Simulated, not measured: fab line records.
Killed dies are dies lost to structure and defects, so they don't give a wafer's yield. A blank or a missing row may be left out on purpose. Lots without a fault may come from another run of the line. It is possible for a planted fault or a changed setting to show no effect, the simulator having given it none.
Struck lot and sound lot, side by side | flow sky130 | 34 steps out of a route of 708
Sound: the wafers L579.3, L579.4, L579.6. Struck: wafers L566.1, L566.2, L566.4. At the end, the cause is stated.
At each step with rows: each side's tool, then ch and its chambers, then its first start. Under that, the readings that differ: sound wafers | struck wafers | difference of the means | sigmas: that difference in standard deviations of wafers without a fault.
alike: readings with means less than 2 such deviations apart, plus words and numbers identical on both sides. not compared: withheld readings, readings lacking a value on some wafer, bounds such as >300 that could conceal the same value, and numbers that have no deviation in the record and whose values overlap.
The two part at a step that has a row with sigmas, a row that says differs or no value, or rows on one side only. When numbers do not overlap yet have no deviation, they are printed without sigmas and do not part them. Lack of a reading on every wafer of one side parts them only where that side has two or more wafers.

first, 7 steps without rows for these wafers: SKY_SONOS_TUNNEL_DEVELOP_06 (develop time 60 s); SKY_SONOS_TUNNEL_IMPLANT_09; SKY_SONOS_TUNNEL_WET_ETCH_10 (etches SiO2 in dHF, target depth 14 nm, time 280 s); SKY_SONOS_TUNNEL_STRIP_11 (strips in SPM, time 600 s); SKY_SONOS_TUNNEL_CLEAN_13 (cleans in dHF, time 20 s); SKY_SONOS_ONO_OXIDATION_00 (stabilise 600 s, purge 300 s, target thk 2.6 nm); SKY_SONOS_ONO_CVD_02 (deposits Si3N4 from DCS/NH3, target thk 10.5 nm, time 180 s).
SKY_SONOS_ONO_CVD_04: deposits SiO2 from SiH4/N2O, target thk 5.7199 nm.
  sound on lpcvd-03 ch 0, day 19 06:13; struck on lpcvd-03 ch 1, day 15 14:50
reading                                   | sound             | struck            | difference | sigmas
zonePowerUpperPct (%)                     | 21.6 21.2 21.4    | 19.9 20.0 20.4    | -1.3       | -2
model.SiO2_of_SONOS_ONO_CVD_04.thkNm (nm) | 6.092 5.964 5.963 | 5.482 5.455 5.464 | -0.539     | 
SKY_SONOS_ONO_THK_MEAS_05:
  sound: filmMetro-04 at day 19 07:29; struck: filmMetro-01 at day 15 16:05
reading                   | sound          | struck         | difference | sigmas
SONOS_ONO_CVD_04_THK (nm) | 6.07 5.94 5.99 | 5.54 5.53 5.50 | -0.48      | -4
then, 23 steps without rows for these wafers: SKY_SONOS_ONO_DEHYDRATE_06 (time 60 s); SKY_SONOS_ONO_HMDS_07 (prime time 60 s); SKY_SONOS_ONO_COAT_08 (resist thk 1140 nm); SKY_SONOS_ONO_SOFTBAKE_09 (time 60 s); SKY_SONOS_ONO_EXPOSE_10 (exposes mask ONOM, target cd 410 nm); SKY_SONOS_ONO_PEB_11; SKY_SONOS_ONO_DEVELOP_12 (develop time 60 s); SKY_SONOS_ONO_ETCH_15 (etches the open film in CHF3/O2, target depth 19.52 nm, time 7.8 s); SKY_SONOS_ONO_WET_ETCH_16 (etches SiO2 in dHF, target depth 14 nm, time 280 s); SKY_SONOS_ONO_STRIP_17 (strips in O2/N2); SKY_SONOS_ONO_WET_ETCH_18 (etches Si3N4 in H3PO4, target depth 15 nm, time 172 s); SKY_GATE_OXIDE_CLEAN_00 (cleans in SC1/SC2, time 150 s); SKY_GATE_OXIDE_OXIDATION_01 (stabilise 600 s, purge 300 s, target thk 10.268 nm); SKY_GATE_OXIDE_DEHYDRATE_03 (time 60 s); SKY_GATE_OXIDE_HMDS_04 (prime time 60 s); SKY_GATE_OXIDE_COAT_05 (resist thk 1140 nm); SKY_GATE_OXIDE_SOFTBAKE_06 (time 60 s); SKY_GATE_OXIDE_EXPOSE_07 (exposes mask LVOM, target cd 600 nm); SKY_GATE_OXIDE_PEB_08; SKY_GATE_OXIDE_DEVELOP_09 (develop time 60 s); SKY_GATE_OXIDE_IMPLANT_11; SKY_GATE_OXIDE_WET_ETCH_12 (etches SiO2 in dHF, target depth 16.8 nm, time 336 s); SKY_GATE_OXIDE_STRIP_13 (strips in O2/N2).
-- record jumps: 18 days separate the struck wafers' starts on either side; left off in module GATE_OXIDE, taken up again in module LI_CONTACT, whose first shown step is the route's number 376 --
SKY_LI_CONTACT_ETCH_14: etches BARC in N2/H2, stops on SiO2, time 45.9 s, target depth 60 nm.
  sound on rieDiel-04 ch 0,2, day 36 12:17; struck on rieDiel-03 ch 0,1,3, day 33 10:15
reading                                   | sound             | struck          | difference | sigmas
model.SiO2_of_SONOS_ONO_CVD_04.thkNm (nm) | 4.572 4.438 4.448 | 3.94 3.92 3.923 | -0.56      | 
  alike: drypumpMotorCurrentA, oesProductAu, throttleValvePct
  not compared: rfHoursCounterH
-- record jumps: 15 days separate the struck wafers' starts on either side; left off in module LI_CONTACT, taken up again in module PAD_OPEN, whose first shown step is the route's number 708 --
SKY_PAD_OPEN_PROBE_99:
  sound: prober-01 at day 50 19:10; struck: prober-01 at day 48 18:41
reading                             | sound                | struck               | difference | sigmas
model.etest.sonosUncharged.rOnOhmUm | 833.2 837.2 840.6    | 799.9 802.5 804.1    | -34.8      | 
model.etest.capOno.gateLog10ACm2    | -8.513 -8.444 -8.491 | -7.705 -7.758 -7.626 | +0.786     | 
model.etest.capOno.gateBvV (V)      | 17.11 16.72 16.8     | 15.9 16.22 16.17     | -0.8       | 
model.etest.capOno.toxAccNm (nm)    | 13.38 13.22 13.24    | 12.73 12.74 12.73    | -0.55      | 
model.etest.sonosProgrammed.vtV (V) | 1.215 1.275 1.259    | 1.556 1.525 1.553    | +0.295     | 
model.etest.sonosErased.vtV (V)     | -2.097 -2.167 -2.16  | -2.344 -2.323 -2.319 | -0.187     | 
model.etest.sonosBaked.vtV (V)      | 0.7409 0.8331 0.7865 | 1.011 1.058 1.057    | +0.255     | 
  alike: killed_at_M0_to_M3, killed_at_M4_up, killedAtContacts, killedAtFrontEnd, killedAtOther, killedDies, killedOpen, killedShort
  not compared: model.etest.sonosBaked.vtLessV

== WHERE THEY PART ==
Earliest at SKY_SONOS_ONO_CVD_04; latest, in this record, at SKY_SONOS_ONO_THK_MEAS_05. Later steps at which nothing parts them and some readings are alike: SKY_LI_CONTACT_ETCH_14, SKY_PAD_OPEN_PROBE_99.

WHY: what the simulator had put in
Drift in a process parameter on lpcvd-03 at SKY_SONOS_ONO_CVD_04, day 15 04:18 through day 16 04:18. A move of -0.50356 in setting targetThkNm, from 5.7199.
